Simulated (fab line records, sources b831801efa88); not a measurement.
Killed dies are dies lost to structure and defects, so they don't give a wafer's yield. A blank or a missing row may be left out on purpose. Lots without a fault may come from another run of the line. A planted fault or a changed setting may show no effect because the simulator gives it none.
Which tool is to blame? + flow sky130 + 13 lots with 37 wafers sampled at 3 steps, on a route of 708 steps

== WHAT EACH GAUGE READ, for each wafer ==
SKY_VIA1_RS_MEAS_22: measures by four-point-probe. Usual: VIA1_W_RS gives 0.426 ohm/sq (standard deviation 0.0066).
| lot  | measured     | on            | VIA1_W_RS (ohm/sq) | flag |
|------|--------------|---------------|--------------------|------|
| L407 | day 33 11:42 | film_metro-02 | 0.426 0.432 0.429  |      |
| L408 | day 34 02:07 | film_metro-02 | 0.429 0.435 0.422  |      |
| L413 | day 36 06:08 | film_metro-01 | 0.431 0.430 0.435  |      |
| L412 | day 36 09:13 | film_metro-01 | 0.438 0.434 0.438  |      |
| L416 | day 36 19:47 | film_metro-02 | 0.434 0.427 0.319  | OFF  |
| L417 | day 37 00:10 | film_metro-02 | 0.427 0.427 0.427  |      |
| L418 | day 37 09:31 | film_metro-02 | 0.421 0.312        | OFF  |
| L419 | day 37 16:26 | film_metro-02 | 0.426 0.315        | OFF  |
| L425 | day 39 19:38 | film_metro-01 | 0.427 0.424 0.425  |      |
| L427 | day 40 04:46 | film_metro-01 | 0.417 0.431 0.418  |      |
| L426 | day 40 06:07 | film_metro-03 | 0.420 0.419 0.423  |      |
| L428 | day 40 07:33 | film_metro-02 | 0.420 0.420 0.425  |      |
| L429 | day 40 19:35 | film_metro-02 | 0.409 0.407 0.405  |      |

SKY_VIA1_THK_MEAS_23: measures by xrf. Usual: VIA1_W_THK gives 265 nm (standard deviation 4.7).
| lot  | measured     | on            | VIA1_W_THK (nm) | flag |
|------|--------------|---------------|-----------------|------|
| L407 | day 33 11:49 | film_metro-02 | 263 261 261     |      |
| L408 | day 34 02:14 | film_metro-02 | 263 259 267     |      |
| L413 | day 36 06:15 | film_metro-01 | 263 264 260     |      |
| L412 | day 36 09:19 | film_metro-01 | 261 263 260     |      |
| L416 | day 36 19:54 | film_metro-02 | 260 263 353     | OFF  |
| L417 | day 37 00:17 | film_metro-02 | 267 266 265     |      |
| L418 | day 37 09:37 | film_metro-02 | 270 363         | OFF  |
| L419 | day 37 16:33 | film_metro-02 | 265 360         | OFF  |
| L425 | day 39 19:46 | film_metro-01 | 265 267 267     |      |
| L427 | day 40 04:53 | film_metro-01 | 273 264 273     |      |
| L426 | day 40 06:14 | film_metro-03 | 267 267 267     |      |
| L428 | day 40 07:40 | film_metro-02 | 269 268 267     |      |
| L429 | day 40 19:41 | film_metro-02 | 276 277 278     |      |

== TOOL THAT RAN EACH LOT (tool first, then ch and the chambers of the sampled wafers, then the start) ==
| lot  | SKY_VIA1_CVD_21               |
|------|-------------------------------|
| L407 | cvd_w-02 ch 1, day 33 11:36   |
| L408 | cvd_w-02 ch 0,1, day 34 02:02 |
| L413 | cvd_w-02 ch 0,1, day 36 06:02 |
| L412 | cvd_w-02 ch 0,1, day 36 09:07 |
| L416 | cvd_w-02 ch 0,1, day 36 19:41 |
| L417 | cvd_w-01 ch 0,1, day 37 00:04 |
| L418 | cvd_w-02 ch 0, day 37 09:24   |
| L419 | cvd_w-02 ch 0,1, day 37 16:20 |
| L425 | cvd_w-02 ch 0,1, day 39 19:32 |
| L427 | cvd_w-02 ch 0,1, day 40 04:41 |
| L426 | cvd_w-02 ch 0, day 40 06:02   |
| L428 | cvd_w-01 ch 0,1, day 40 07:26 |
| L429 | cvd_w-02 ch 1, day 40 19:28   |
- SKY_VIA1_CVD_21: deposits W, target thk 270 nm, time 80.902 s.

== WHAT THE TOOLS THEMSELVES READ (means of the sampled wafers that have a number; where no wafer has one, the mark that the record gives instead) ==
SKY_VIA1_CVD_21. Usual: heater_power_w 845 W, standard deviation 89.
| lot  | tool     | heater_power_w (W) | flag |
|------|----------|--------------------|------|
| L407 | cvd_w-02 | 761                |      |
| L408 | cvd_w-02 | 832                |      |
| L413 | cvd_w-02 | 884                |      |
| L412 | cvd_w-02 | 812                |      |
| L416 | cvd_w-02 | 878                |      |
| L417 | cvd_w-01 | 907                |      |
| L418 | cvd_w-02 | 920                |      |
| L419 | cvd_w-02 | 848                |      |
| L425 | cvd_w-02 | 873                |      |
| L427 | cvd_w-02 | 828                |      |
| L426 | cvd_w-02 | 928                |      |
| L428 | cvd_w-01 | 851                |      |
| L429 | cvd_w-02 | 779                |      |

== THE ANSWER, worked out from the rows above alone ==
Rule: take the mean of a lot's wafers that have a number; if it is more than 3 standard deviations from the usual mean, the lot is off. Also off: a lot with no number at a reading for which 4 or more lots have one. The other lots that the step has rows for count as sound. Order of review: gauges by route order, followed by the tools' own readings, for which a lot's mean as printed above is used. At the first step where some lot is off, the reading lying furthest off is the one used; lots without a number count as furthest.
Off: at SKY_VIA1_RS_MEAS_22 (VIA1_W_RS), L416, L418, L419.
A tool fits if, at a process step before that reading, it ran every lot that is off, and no sound lot after the first of them. Gauges at SKY_VIA1_RS_MEAS_22: tried the same way as those tools. Not one of the candidates tried fits.

== WHAT WAS PUT IN BY THE SIMULATOR ==
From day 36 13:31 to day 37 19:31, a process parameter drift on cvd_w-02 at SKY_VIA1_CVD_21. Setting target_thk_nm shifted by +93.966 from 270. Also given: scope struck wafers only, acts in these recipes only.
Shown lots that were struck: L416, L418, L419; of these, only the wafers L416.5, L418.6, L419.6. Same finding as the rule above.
